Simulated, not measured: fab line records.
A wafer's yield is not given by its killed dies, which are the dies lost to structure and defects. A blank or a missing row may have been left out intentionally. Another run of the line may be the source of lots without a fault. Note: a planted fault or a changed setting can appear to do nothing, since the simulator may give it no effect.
Which tool did it? + flow gf180mcu + 24 lots, 72 wafers sampled, at 3 steps of a route of 602

== WHAT EACH GAUGE READ, for each wafer ==
GF_DUAL_GATE_THK_MEAS_03. Usual: for DUAL_GATE_OXIDATION_00_THK the level is 10.83 nm and the standard deviation is 0.19.
| lot  | measured     | on            | DUAL_GATE_OXIDATION_00_THK (nm) | flag |
|------|--------------|---------------|---------------------------------|------|
| L074 | day 7 15:25  | film-metro-03 | 11.16 11.04 10.92               |      |
| L075 | day 7 21:16  | film-metro-04 | 11.16 11.05 11.05               |      |
| L076 | day 8 03:26  | film-metro-04 | 11.27 11.04 11.14               |      |
| L077 | day 8 12:41  | film-metro-02 | 10.55 10.56 10.46               |      |
| L078 | day 8 18:36  | film-metro-02 | 10.94 10.81 10.90               |      |
| L079 | day 9 01:02  | film-metro-02 | 11.06 10.90 10.99               |      |
| L080 | day 9 05:11  | film-metro-03 | 10.40 10.79 10.61               |      |
| L081 | day 9 14:31  | film-metro-02 | 11.10 11.20 10.97               |      |
| L082 | day 9 21:36  | film-metro-02 | 10.49 10.58 10.59               |      |
| L083 | day 10 05:23 | film-metro-04 | 10.78 10.64 10.68               |      |
| L084 | day 10 10:18 | film-metro-04 | 10.84 10.99 10.79               |      |
| L085 | day 10 12:06 | film-metro-03 | 10.72 10.80 10.69               |      |
| L086 | day 10 23:07 | film-metro-02 | 10.60 10.54 10.76               |      |
| L087 | day 11 04:56 | film-metro-03 | 10.87 11.06 10.76               |      |
| L088 | day 11 17:59 | film-metro-02 | 10.73 10.77 10.64               |      |
| L089 | day 11 19:40 | film-metro-02 | 10.77 10.92 10.89               |      |
| L090 | day 11 23:29 | film-metro-03 | 10.90 10.83 10.90               |      |
| L091 | day 12 16:33 | film-metro-03 | 10.90 10.86 10.93               |      |
| L092 | day 13 01:58 | film-metro-02 | 10.58 10.77 10.80               |      |
| L093 | day 13 13:38 | film-metro-02 | 10.78 10.79 10.63               |      |
| L094 | day 13 14:58 | film-metro-02 | 10.86 10.90 10.93               |      |
| L095 | day 13 19:09 | film-metro-04 | 11.17 10.99 11.09               |      |
| L096 | day 14 06:27 | film-metro-02 | 10.63 10.57 10.79               |      |
| L097 | day 14 08:52 | film-metro-02 | 10.69 10.87 10.83               |      |

GF_HV_LDD_OVL_MEAS_08. Usual: for HV_LDD_OVL the level is -1.3 nm and the standard deviation is 1.2.
| lot  | measured     | on         | HV_LDD_OVL (nm) | flag |
|------|--------------|------------|-----------------|------|
| L074 | day 10 02:32 | overlay-01 | -2.0 -2.4 -3.1  |      |
| L075 | day 10 05:09 | overlay-01 | -0.7 -0.9 0.1   |      |
| L076 | day 10 09:32 | overlay-01 | -1.0 -1.3 -2.3  |      |
| L077 | day 10 21:17 | overlay-02 | -2.3 -0.2 -0.5  |      |
| L078 | day 11 01:44 | overlay-01 | -1.5 -2.4 0.0   |      |
| L079 | day 11 09:33 | overlay-02 | -2.4 -2.0 -1.9  |      |
| L080 | day 11 22:11 | overlay-02 | -0.3 -1.2 -1.8  |      |
| L081 | day 12 01:50 | overlay-01 | 0.7 -0.2 0.7    |      |
| L082 | day 12 09:44 | overlay-01 | -0.2 1.1 -0.2   |      |
| L083 | day 12 20:01 | overlay-01 | -0.3 0.4 0.1    |      |
| L084 | day 13 02:08 | overlay-02 | -1.4 -3.4 -4.1  |      |
| L085 | day 13 02:31 | overlay-02 | -2.1 -2.0 -2.1  |      |
| L086 | day 13 15:23 | overlay-01 | -2.8 -3.1 -0.2  |      |
| L087 | day 13 21:08 | overlay-01 | -1.2 0.9 1.7    |      |
| L088 | day 14 13:29 | overlay-01 | -2.7 0.7 0.0    |      |
| L089 | day 14 17:05 | overlay-02 | 0.6 -1.6 -0.9   |      |
| L090 | day 14 17:20 | overlay-01 | -3.5 -3.2 -0.9  |      |
| L091 | day 15 13:26 | overlay-01 | -2.8 -3.7 -4.0  |      |
| L092 | day 15 22:44 | overlay-01 | 0.0 0.3 -2.1    |      |
| L093 | day 16 11:32 | overlay-02 | -1.7 -2.5 -1.2  |      |
| L094 | day 16 12:59 | overlay-01 | -1.2 -1.8 -0.7  |      |
| L095 | day 16 17:56 | overlay-01 | -0.6 -2.0 0.3   |      |
| L096 | day 17 05:35 | overlay-01 | -1.3 -2.1 -1.3  |      |
| L097 | day 17 09:20 | overlay-02 | -0.7 -2.9 -2.0  |      |

== EACH LOT AND THE TOOL THAT RAN IT (in order: tool; ch and the chambers of the sampled wafers; start) ==
| lot  | GF_NWELL_STRIP_10                   |
|------|-------------------------------------|
| L074 | plasma-asher-04 ch 0,1, day 3 08:10 |
| L075 | plasma-asher-04 ch 0,1, day 3 13:34 |
| L076 | plasma-asher-04 ch 0, day 3 18:37   |
| L077 | plasma-asher-04 ch 0,1, day 4 02:04 |
| L078 | plasma-asher-03 ch 0,1, day 4 06:16 |
| L079 | plasma-asher-04 ch 0,1, day 4 10:50 |
| L080 | plasma-asher-03 ch 0,1, day 4 15:01 |
| L081 | plasma-asher-01 ch 0,1, day 4 21:51 |
| L082 | plasma-asher-04 ch 0,1, day 5 03:51 |
| L083 | plasma-asher-03 ch 0,1, day 5 08:22 |
| L084 | plasma-asher-04 ch 0,1, day 5 15:22 |
| L085 | plasma-asher-04 ch 0,1, day 5 18:17 |
| L086 | plasma-asher-04 ch 0,1, day 6 00:15 |
| L087 | plasma-asher-01 ch 0,1, day 6 05:16 |
| L088 | plasma-asher-04 ch 0,1, day 6 11:06 |
| L089 | plasma-asher-03 ch 0,1, day 6 15:45 |
| L090 | plasma-asher-04 ch 0,1, day 6 22:01 |
| L091 | plasma-asher-04 ch 0,1, day 7 07:51 |
| L092 | plasma-asher-04 ch 0,1, day 7 17:57 |
| L093 | plasma-asher-01 ch 0,1, day 7 18:13 |
| L094 | plasma-asher-01 ch 0,1, day 7 22:45 |
| L095 | plasma-asher-01 ch 0,1, day 8 04:31 |
| L096 | plasma-asher-04 ch 0,1, day 8 12:24 |
| L097 | plasma-asher-01 ch 0,1, day 8 17:33 |
- GF_NWELL_STRIP_10: strips in O2/N2.

== WHAT THE TOOLS THEMSELVES READ (means of the sampled wafers that have a number; where no wafer has one, the mark that the record gives instead) ==
GF_NWELL_STRIP_10. Usual: drypump-motor-current-A 6.23 A, standard deviation 0.27; heater-power-w 335 W, standard deviation 13; oes-product-au 0.722 a.u., standard deviation 0.0048; strip-time-to-endpoint-s 36.92 s, standard deviation 0.1.
| lot  | tool            | drypump-motor-current-A (A) | heater-power-w (W) | oes-product-au (a.u.) | strip-time-to-endpoint-s (s) | flag |
|------|-----------------|-----------------------------|--------------------|-----------------------|------------------------------|------|
| L074 | plasma-asher-04 | 6.31                        | 336                | 0.721                 | 36.98                        |      |
| L075 | plasma-asher-04 | 6.34                        | 336                | 0.722                 | 37.02                        |      |
| L076 | plasma-asher-04 | 6.23                        | 322                | 0.722                 | 36.95                        |      |
| L077 | plasma-asher-04 | 6.26                        | 325                | 0.718                 | 37.00                        |      |
| L078 | plasma-asher-03 | 5.70                        | 327                | 0.724                 | 36.89                        |      |
| L079 | plasma-asher-04 | 6.32                        | 337                | 0.724                 | 36.79                        |      |
| L080 | plasma-asher-03 | 5.71                        | 326                | 0.719                 | 36.97                        |      |
| L081 | plasma-asher-01 | 6.47                        | 350                | 0.719                 | 36.97                        |      |
| L082 | plasma-asher-04 | 6.29                        | 329                | 0.730                 | 36.95                        |      |
| L083 | plasma-asher-03 | 5.70                        | 324                | 0.722                 | 36.88                        |      |
| L084 | plasma-asher-04 | 6.25                        | 327                | 0.726                 | 36.81                        |      |
| L085 | plasma-asher-04 | 6.32                        | 333                | 0.722                 | 37.07                        |      |
| L086 | plasma-asher-04 | 6.27                        | 331                | 0.727                 | 37.04                        |      |
| L087 | plasma-asher-01 | 6.47                        | 347                | 0.718                 | 36.75                        |      |
| L088 | plasma-asher-04 | 6.34                        | 330                | 0.719                 | 36.88                        |      |
| L089 | plasma-asher-03 | 5.71                        | 334                | 0.722                 | 36.97                        |      |
| L090 | plasma-asher-04 | 6.30                        | 340                | 0.719                 | 36.98                        |      |
| L091 | plasma-asher-04 | 6.26                        | 328                | 0.716                 | 36.92                        |      |
| L092 | plasma-asher-04 | 6.27                        | 331                | 0.727                 | 36.82                        |      |
| L093 | plasma-asher-01 | 6.34                        | 344                | 0.728                 | 37.03                        |      |
| L094 | plasma-asher-01 | 6.48                        | 355                | 0.725                 | 36.87                        |      |
| L095 | plasma-asher-01 | 6.37                        | 348                | 0.722                 | 36.99                        |      |
| L096 | plasma-asher-04 | 6.36                        | 334                | 0.721                 | 36.80                        |      |
| L097 | plasma-asher-01 | 6.35                        | 347                | 0.720                 | 36.78                        |      |

== THE ANSWER, worked out from the rows above alone ==
Rule: lot off if the mean of its wafers having a number is beyond 3 standard deviations from the usual mean. Also off: a lot with no number at a reading for which 4 or more lots have one. Any other lot the step has rows for is counted as sound. The gauges are gone through in route order, then the tools' own readings, and for those a lot's mean is taken as printed above. The first step at which some lot is off is used, and at that step the reading that is off furthest; a lot without a number counts as furthest.
No lot is off at any reading shown: from this, nothing can be told.

== WHAT HAD BEEN PUT IN BY THE SIMULATOR ==
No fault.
